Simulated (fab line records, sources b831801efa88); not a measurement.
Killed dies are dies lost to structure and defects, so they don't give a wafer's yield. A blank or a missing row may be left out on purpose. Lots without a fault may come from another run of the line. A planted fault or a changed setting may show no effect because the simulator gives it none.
Which tool did it? | flow sky130 | 13 lots, 39 wafers sampled, at 5 steps of a route of 708

WHAT THE GAUGES READ, wafer by wafer
The record holds no reading of a measuring or inspecting step that can be judged against a usual standard deviation.

WHICH TOOL RAN EACH LOT (tool, then ch and the chambers of the sampled wafers, then the start)
lot  | SKY_FIELD_ISO_WET_ETCH_18      | SKY_CAP2M_STRIP_14                   | SKY_METAL4_ETCH_17                 | SKY_VIA4_ETCH_12                   | SKY_PAD_OPEN_PROBE_99
L201 | wet_bench-03 ch 3, day 2 05:44 | plasma_asher-02 ch 0,1, day 40 09:14 | rie_diel-02 ch 0,2,3, day 41 09:26 | rie_diel-04 ch 0,3, day 42 10:42   | -
L202 | wet_bench-03 ch 2, day 2 10:27 | plasma_asher-02 ch 0,1, day 40 16:31 | rie_diel-02 ch 0,3, day 41 15:51   | rie_diel-04 ch 1,3, day 42 14:43   | prober-01, day 45 13:59
L203 | wet_bench-04 ch 1, day 2 15:47 | plasma_asher-01 ch 0,1, day 41 00:25 | rie_diel-03 ch 0,3, day 42 02:06   | rie_diel-01 ch 0,1,2, day 43 03:10 | -
L206 | wet_bench-03 ch 1, day 4 01:45 | plasma_asher-02 ch 0,1, day 43 06:44 | rie_diel-02 ch 0,1,2, day 44 05:42 | rie_diel-04 ch 0,1, day 45 04:30   | prober-01, day 47 21:49
L209 | wet_bench-03 ch 2, day 4 02:45 | plasma_asher-04 ch 0,1, day 43 09:14 | rie_diel-01 ch 1,2,3, day 44 08:16 | rie_diel-01 ch 0,1,3, day 45 07:14 | prober-02, day 48 02:15
L210 | wet_bench-04 ch 2, day 4 07:04 | plasma_asher-01 ch 0,1, day 43 14:26 | rie_diel-02 ch 0,2, day 44 12:38   | rie_diel-04 ch 2,3, day 45 11:58   | -
L212 | wet_bench-02 ch 1, day 4 15:26 | plasma_asher-02 ch 0,1, day 44 08:28 | rie_diel-03 ch 2,3, day 45 06:50   | rie_diel-03 ch 0,1,2, day 46 05:09 | -
L215 | wet_bench-02 ch 0, day 5 06:26 | plasma_asher-02 ch 0,1, day 45 00:07 | rie_diel-01 ch 0,1,3, day 45 22:27 | rie_diel-03 ch 0,1,3, day 46 19:54 | prober-02, day 49 10:09
L216 | wet_bench-04 ch 0, day 5 11:50 | plasma_asher-04 ch 0,1, day 45 14:05 | rie_diel-02 ch 1,2, day 46 11:15   | rie_diel-03 ch 0,2,3, day 47 07:44 | -
L217 | wet_bench-04 ch 2, day 5 18:25 | plasma_asher-01 ch 0,1, day 46 06:40 | rie_diel-01 ch 1,2,3, day 47 03:48 | rie_diel-03 ch 2,3, day 48 00:35   | -
L222 | wet_bench-02 ch 1, day 7 01:31 | plasma_asher-01 ch 0,1, day 47 01:22 | rie_diel-03 ch 0,2, day 47 22:03   | rie_diel-01 ch 0,1,2, day 48 18:09 | -
L223 | wet_bench-04 ch 2, day 7 01:41 | plasma_asher-04 ch 0,1, day 47 02:38 | rie_diel-03 ch 2,3, day 47 23:48   | rie_diel-03 ch 0,2,3, day 48 20:10 | -
L224 | wet_bench-03 ch 3, day 7 09:21 | plasma_asher-01 ch 0,1, day 47 15:53 | rie_diel-02 ch 0,2,3, day 48 11:33 | rie_diel-03 ch 0,1,3, day 49 06:18 | -
- SKY_FIELD_ISO_WET_ETCH_18: etches Si3N4 in H3PO4, target depth 25 nm, time 286 s.
- SKY_CAP2M_STRIP_14: strips in O2/N2.
- SKY_METAL4_ETCH_17: etches SiO2 in C4F8/O2/Ar, stops on TiN, time 3.9 s, target depth 15 nm.
- SKY_VIA4_ETCH_12: etches SiO2 in C4F8/O2/Ar, stops on TiN, target depth 580 nm.
- SKY_PAD_OPEN_PROBE_99

WHAT THE TOOLS THEMSELVES READ (means of the sampled wafers that have a number; where no wafer has one, the mark that the record gives instead)
SKY_FIELD_ISO_WET_ETCH_18. Usual: bath_heat_duty_pct 26.4 %, standard deviation 1.9.
lot  | tool         | bath_heat_duty_pct (%) | flag
L201 | wet_bench-03 | 27.1                   |
L202 | wet_bench-03 | 24.9                   |
L203 | wet_bench-04 | 26.5                   |
L206 | wet_bench-03 | 28.1                   |
L209 | wet_bench-03 | 24.4                   |
L210 | wet_bench-04 | 26.5                   |
L212 | wet_bench-02 | 26.2                   |
L215 | wet_bench-02 | 32.0                   |
L216 | wet_bench-04 | 27.1                   |
L217 | wet_bench-04 | 25.5                   |
L222 | wet_bench-02 | 26.2                   |
L223 | wet_bench-04 | 25.7                   |
L224 | wet_bench-03 | 27.3                   |

SKY_CAP2M_STRIP_14. Usual: drypump_motor_current_A 5.7 A, standard deviation 0.35; n2_flow_sccm 300.0 sccm, standard deviation 0.97; oes_product_au 0.711 a.u., standard deviation 0.0044; strip_time_to_endpoint_s 12.63 s, standard deviation 0.043.
lot  | tool            | drypump_motor_current_A (A) | n2_flow_sccm (sccm) | oes_product_au (a.u.) | strip_time_to_endpoint_s (s) | flag
L201 | plasma_asher-02 | 5.3                         | 300.7               | 0.712                 | 12.60                        |
L202 | plasma_asher-02 | 5.3                         | 300.3               | 0.710                 | 12.64                        |
L203 | plasma_asher-01 | 5.8                         | 301.3               | 0.708                 | 12.57                        |
L206 | plasma_asher-02 | 5.3                         | 300.1               | 0.712                 | 12.68                        |
L209 | plasma_asher-04 | 5.8                         | 299.9               | 0.715                 | 12.61                        |
L210 | plasma_asher-01 | 5.8                         | 300.6               | 0.712                 | 12.65                        |
L212 | plasma_asher-02 | 5.3                         | 299.9               | 0.709                 | 12.63                        |
L215 | plasma_asher-02 | 5.7                         | 300.3               | 0.708                 | 12.60                        |
L216 | plasma_asher-04 | 5.8                         | 300.4               | 0.713                 | 12.59                        |
L217 | plasma_asher-01 | 5.6                         | 299.6               | 0.709                 | 12.61                        |
L222 | plasma_asher-01 | 5.8                         | 299.3               | 0.713                 | 12.59                        |
L223 | plasma_asher-04 | 5.8                         | 299.7               | 0.714                 | 12.65                        |
L224 | plasma_asher-01 | 5.8                         | 299.6               | 0.712                 | 12.68                        |

SKY_METAL4_ETCH_17. Usual: oes_product_au 0.750 a.u., standard deviation 0.0071.
lot  | tool        | oes_product_au (a.u.) | flag
L201 | rie_diel-02 | 0.746                 |
L202 | rie_diel-02 | 0.753                 |
L203 | rie_diel-03 | 0.755                 |
L206 | rie_diel-02 | 0.745                 |
L209 | rie_diel-01 | 0.759                 |
L210 | rie_diel-02 | 0.754                 |
L212 | rie_diel-03 | 0.754                 |
L215 | rie_diel-01 | 0.756                 |
L216 | rie_diel-02 | 0.749                 |
L217 | rie_diel-01 | 0.745                 |
L222 | rie_diel-03 | 0.744                 |
L223 | rie_diel-03 | 0.756                 |
L224 | rie_diel-02 | 0.747                 |

SKY_VIA4_ETCH_12. Usual: oes_product_au 0.926 a.u., standard deviation 0.0046.
lot  | tool        | oes_product_au (a.u.) | flag
L201 | rie_diel-04 | 0.922                 |
L202 | rie_diel-04 | 0.925                 |
L203 | rie_diel-01 | 0.925                 |
L206 | rie_diel-04 | 0.924                 |
L209 | rie_diel-01 | 0.927                 |
L210 | rie_diel-04 | 0.920                 |
L212 | rie_diel-03 | 0.922                 |
L215 | rie_diel-03 | 0.929                 |
L216 | rie_diel-03 | 0.923                 |
L217 | rie_diel-03 | 0.929                 |
L222 | rie_diel-01 | 0.932                 |
L223 | rie_diel-03 | 0.923                 |
L224 | rie_diel-03 | 0.927                 |

SKY_PAD_OPEN_PROBE_99. Usual: killed_at_M0_to_M3 44, standard deviation 7.2; killed_at_M4_up 3.0, standard deviation 1.8; killed_at_contacts 24, standard deviation 5.4; killed_at_front_end 14, standard deviation 4.4; killed_at_other 0.4, standard deviation 0.64; killed_dies 86, standard deviation 9.4; killed_on_rim 17, standard deviation 3.8; killed_open 47, standard deviation 7.7; killed_short 39, standard deviation 5.8.
lot  | tool      | killed_at_M0_to_M3 | killed_at_M4_up | killed_at_contacts | killed_at_front_end | killed_at_other | killed_dies | killed_on_rim | killed_open | killed_short | flag
L202 | prober-01 | 35                 | 3.3             | 20                 | 13                  | 0.3             | 73          | 16            | 39          | 33           |
L206 | prober-01 | 43                 | 3.7             | 24                 | 80                  | 1.7             | 152         | 30            | 54          | 34           | OFF
L209 | prober-02 | 40                 | 4.0             | 25                 | 56                  | 0.3             | 124         | 27            | 48          | 33           | OFF
L215 | prober-02 | 45                 | 3.0             | 22                 | 18                  | 0.0             | 88          | 18            | 48          | 40           |

THE ANSWER, worked out from the rows above alone
Rule: a lot is off if the mean of its wafers that have a number lies more than 3 standard deviations from the usual mean. A lot without any number at a reading at which 4 lots or more have one is off too. The other lots that the step has rows for count as sound. The gauges are gone through in route order, then the tools' own readings, and for those a lot's mean is taken as printed above. The first step at which some lot is off is used, and at that step the reading that is off furthest; a lot without a number counts as furthest.
Off: L206, L209, at SKY_PAD_OPEN_PROBE_99 (killed_at_front_end). Neither off nor sound, because the step has no rows for them: L201, L203, L210, L212, L216, L217, L222, L223, L224.
A tool fits if, at that step or a process step before it, it ran every lot that is off, and no sound lot after the first of them. One fits: wet_bench-03 at SKY_FIELD_ISO_WET_ETCH_18. Its last sound lot is L202 (day 2 10:27), its first lot that is off L206 (day 4 01:45): a fault that began between those two fits.

WHAT THE SIMULATOR HAD PUT IN
Chamber particle source: wet_bench-03, from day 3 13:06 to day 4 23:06, at SKY_FIELD_ISO_WET_ETCH_18. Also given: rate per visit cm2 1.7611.
Lots struck among those shown: L206, L209. The rule above found the same.
